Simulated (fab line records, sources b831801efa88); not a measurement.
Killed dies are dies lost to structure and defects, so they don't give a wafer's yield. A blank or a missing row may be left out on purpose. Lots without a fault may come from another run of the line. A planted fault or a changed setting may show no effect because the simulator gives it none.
Problem report in the 8D (eight disciplines) form, filled by code | flow gf180mcu | the parts of the form that need people (team, actions taken, sign-off) are left out

1. THE PROBLEM
DUAL_GATE_OXIDATION_00_THK at GF_DUAL_GATE_THK_MEAS_03 reads a mean of 17.45 nm on 6 wafers of 2 lots; wafers without a fault read 10.92 nm with a standard deviation of 0.18. That is +36 standard deviations from the usual mean.
First seen on wafer L847.1, day 12 10:58, on film_metro-04. The record holds 36 wafers of 12 lots with a number at this step. Rule for "out", or "out of limits": more than 4 standard deviations from the usual mean. The other wafers with a number count as sound.

2. WHAT IT IS AND WHAT IT IS NOT
question                    | is                           | is not
which readings at this step | DUAL_GATE_OXIDATION_00_THK   | -
which lots                  | L847, L848                   | L830, L831, L832, L833, L835, L838, L841, L842, L846, L850
which wafers of those lots  | all that have a number       | -
read on which gauges        | film_metro-01, film_metro-04 | film_metro-03
when                        | from day 12 10:58            | up to then (27 sound wafers); but 3 sound wafers of L850 came after

3. SUSPECTS, AND WHAT RULES EACH OUT
Counting: a tool at a process step up to the reading stays a suspect if it ran every lot that is out and no sound lot after the first of them.
- the gauge at GF_DUAL_GATE_THK_MEAS_03: ruled out. The wafers that are out were read on 2 gauges (film_metro-01, film_metro-04).
- furnace-02 at GF_DUAL_GATE_OXIDATION_02 (stabilise 600 s, purge 300 s, target thk 10.887 nm): kept. It ran every lot that is out, first L847 (day 12 09:31), and no sound lot after that; its last sound lot up to then is L842 (day 11 04:36). Its own readings are out on those wafers: spike_tc_bottom_C, spike_tc_centre_C, spike_tc_lower_C, spike_tc_top_C, spike_tc_upper_C, tube_center_temp_C, tube_center_temp_C_max, zone_power_bottom_pct, zone_power_upper_pct.
Left after counting: furnace-02 at GF_DUAL_GATE_OXIDATION_02.

4. THE CAUSE (what the simulator had put in)
Process parameter drift: furnace-02, from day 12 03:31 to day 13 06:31, at GF_DUAL_GATE_OXIDATION_02. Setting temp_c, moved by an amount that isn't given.
Counting left only this tool.

5. THE CHAIN OF EFFECTS, in route order
Each row: a reading whose mean over the struck wafers that have a number lies more than 3 standard deviations from the usual. Only readings for which the record gives a usual standard deviation are gone through. hours: the time from each lot's start at the first step in this table that gives one to its start at this step, as a median over the lots. sigmas: the change in usual standard deviations.
hours | step                      | reading                    | usual    | on struck wafers | change | sigmas
0     | GF_DUAL_GATE_OXIDATION_02 | spike_tc_bottom_C          | 919.1 C  | 964.5            | +45.4  | +48
0     | GF_DUAL_GATE_OXIDATION_02 | spike_tc_centre_C          | 902.0 C  | 947.5            | +45.5  | +46
0     | GF_DUAL_GATE_OXIDATION_02 | spike_tc_lower_C           | 901.2 C  | 946.0            | +44.8  | +45
0     | GF_DUAL_GATE_OXIDATION_02 | spike_tc_top_C             | 911.9 C  | 957.1            | +45.2  | +45
0     | GF_DUAL_GATE_OXIDATION_02 | spike_tc_upper_C           | 900.0 C  | 944.7            | +44.7  | +41
0     | GF_DUAL_GATE_OXIDATION_02 | tube_center_temp_C         | 900.01 C | 945.37           | +45.36 | +99 or more
0     | GF_DUAL_GATE_OXIDATION_02 | tube_center_temp_C_max     | 902.3    | 948.0            | +45.7  | +99 or more
0     | GF_DUAL_GATE_OXIDATION_02 | zone_power_bottom_pct      | 29.1 %   | 32.7             | +3.6   | +11
0     | GF_DUAL_GATE_OXIDATION_02 | zone_power_upper_pct       | 18.1 %   | 20.5             | +2.4   | +6.1
1     | GF_DUAL_GATE_THK_MEAS_03  | DUAL_GATE_OXIDATION_00_THK | 10.92 nm | 17.45            | +6.53  | +36
The process steps in it:
- GF_DUAL_GATE_OXIDATION_02: stabilise 600 s, purge 300 s, target thk 10.887 nm.
Later measuring or inspecting steps at which every struck wafer that the step has a row for has a number for every such reading, and none has moved that far: GF_SAB_OVL_MEAS_10, GF_V1_THK_MEAS_01.

6. WHAT WOULD HAVE CAUGHT IT SOONER
In this record the first reading out of limits at a measuring or inspecting step was taken at day 12 10:58, 7 hours after the fault began at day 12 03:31.
The tool's own readings at GF_DUAL_GATE_OXIDATION_02 were out on every struck wafer that the step has a row for (spike_tc_bottom_C, spike_tc_centre_C, spike_tc_lower_C, spike_tc_top_C, spike_tc_upper_C, tube_center_temp_C, tube_center_temp_C_max, zone_power_bottom_pct, zone_power_upper_pct): an alarm limit on them would have fired on the first of those.
Of the lots that are out (2), L848 began GF_DUAL_GATE_OXIDATION_02 on furnace-02 after day 12 10:58. A hold on the tool at that time would have spared it.
